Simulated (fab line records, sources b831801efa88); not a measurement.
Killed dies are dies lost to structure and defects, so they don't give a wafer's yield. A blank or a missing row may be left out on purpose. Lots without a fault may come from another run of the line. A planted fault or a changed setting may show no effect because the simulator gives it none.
Chamber matching | flow gf180mcu | GF_V4_CMP_04 on cmp-01: 4 sister chambers
The step polishes SiO2. 4 wafers are shown with their chamber, then 8 later ones without.

WAFERS WITH THEIR CHAMBER
wafer  | chamber | motor_current_A (A)
L930.3 | 3       | 11.2
L932.2 | 0       | 12.1
L932.6 | 1       | 12.4
L933.1 | 2       | 11.8

WAFERS WITHOUT THEIR CHAMBER
wafer  | motor_current_A (A)
L933.3 | 11.4
L933.6 | 11.2
L934.2 | 12.0
L934.3 | 11.4
L934.6 | 12.1
L939.2 | 12.4
L940.2 | 11.9
L940.4 | 12.1

WHICH CHAMBER EACH WENT THROUGH
wafer  | from the rows above     | in truth
L933.3 | can't be placed: 3 or 2 | 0
L933.6 | 3                       | 3
L934.2 | can't be placed: 0 or 2 | 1
L934.3 | can't be placed: 3 or 2 | 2
L934.6 | 0                       | 0
L939.2 | 1                       | 1
L940.2 | can't be placed: 2 or 0 | 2
L940.4 | 0                       | 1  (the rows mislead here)
Placed correctly: 3 of 8. Can't be placed from these rows: 4 (the true chamber is among the candidates in 2). Placed wrongly: 1.
How it was worked out, from the rows above alone: a wafer's distance from a chamber is the root of the sum, over the readings, of the square of ((its reading less the chamber's mean) divided by the reading's scatter). The wafer belongs to the nearest chamber; if the next one is less than 2 further off, it can't be placed. A chamber's mean is the mean of its shown wafers. The scatter: with one shown wafer a chamber, the root of the mean of the squares of how far each hidden wafer lies from its nearest shown one.
